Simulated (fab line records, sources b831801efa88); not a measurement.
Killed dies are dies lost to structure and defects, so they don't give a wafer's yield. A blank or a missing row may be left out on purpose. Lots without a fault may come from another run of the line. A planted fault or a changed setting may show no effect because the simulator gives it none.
A struck lot beside a sound one | flow sky130 | 14 steps out of a route of 708
Sound: wafers L192.3, L192.4, L192.5. Struck: wafers L208.1, L208.5, L208.6. The cause comes at the end.
At each step with rows: each side's tool, then ch and its chambers, then its first start. Under that, the readings that differ: sound wafers | struck wafers | difference of the means | sigmas: that difference in standard deviations of wafers without a fault.
alike: readings whose means differ by less than 2 such deviations, and words and numbers that are the same on both sides. not compared: withheld readings, readings that some wafer has no value for, bounds like >300 that may hide the same value, and numbers for which the record gives no deviation and whose values overlap.
The two part at a step that has a row with sigmas, a row that says differs or no value, or rows on one side only. Numbers that don't overlap but have no deviation are shown without sigmas and don't part them. A reading that every wafer of one side lacks parts them only if that side has two wafers or more.

first, 4 steps without rows for these wafers: SKY_VT_ADJUST_LVTN_SOFTBAKE_14 (time 60 s); SKY_VT_ADJUST_LVTN_EXPOSE_15 (exposes mask HVN STD DERIVED, target cd 600 nm); SKY_VT_ADJUST_LVTN_PEB_16; SKY_VT_ADJUST_LVTN_DEVELOP_17 (develop time 60 s).
SKY_VT_ADJUST_LVTN_OVL_MEAS_18:
  sound on overlay-01, day 8 10:08; struck on overlay-01, day 14 16:07
  alike: VT_ADJUST_LVTN_01_OVL
then, 1 step without rows for these wafers: SKY_VT_ADJUST_LVTN_IMPLANT_19.
SKY_VT_ADJUST_LVTN_STRIP_20: strips in O2/N2.
  sound on plasma_asher-01 ch 0,1, day 8 10:20; struck on plasma_asher-01 ch 0,1, day 14 16:18
  alike: drypump_motor_current_A, oes_product_au, strip_time_to_endpoint_s
  not compared: rf_hours_counter_h
SKY_VT_ADJUST_LVTN_TW_MEAS_21:
  sound on film_metro-02, day 8 10:30; struck on film_metro-03, day 14 16:24
  alike: VT_ADJUST_LVTN_2_TW
then, 4 steps without rows for these wafers: SKY_VT_ADJUST_NCORE_DEHYDRATE_00 (time 60 s); SKY_VT_ADJUST_NCORE_HMDS_01 (prime time 60 s); SKY_VT_ADJUST_NCORE_COAT_02 (resist thk 1140 nm); SKY_VT_ADJUST_NCORE_SOFTBAKE_03 (time 60 s).
SKY_VT_ADJUST_NCORE_EXPOSE_04: exposes mask LVTN COMPLEMENT THIN, target cd 380 nm.
  sound on iline_stepper-01 ch 0, day 8 20:56; struck on iline_stepper-02, day 15 05:29
  no value came back on the struck wafers for exposure_dose_mJ_cm2, focus_offset_nm (nm); on the sound wafers exposure_dose_mJ_cm2 reads 138.85 138.98 139.27
  alike: mask
then, 1 step without rows for these wafers: SKY_VT_ADJUST_NCORE_PEB_05.

WHERE THEY PART
Only at SKY_VT_ADJUST_NCORE_EXPOSE_04, within this record.

WHY: what the simulator had put in
Skipped step whole: iline_stepper-02, from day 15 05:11 on, at SKY_VT_ADJUST_NCORE_EXPOSE_04. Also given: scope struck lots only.
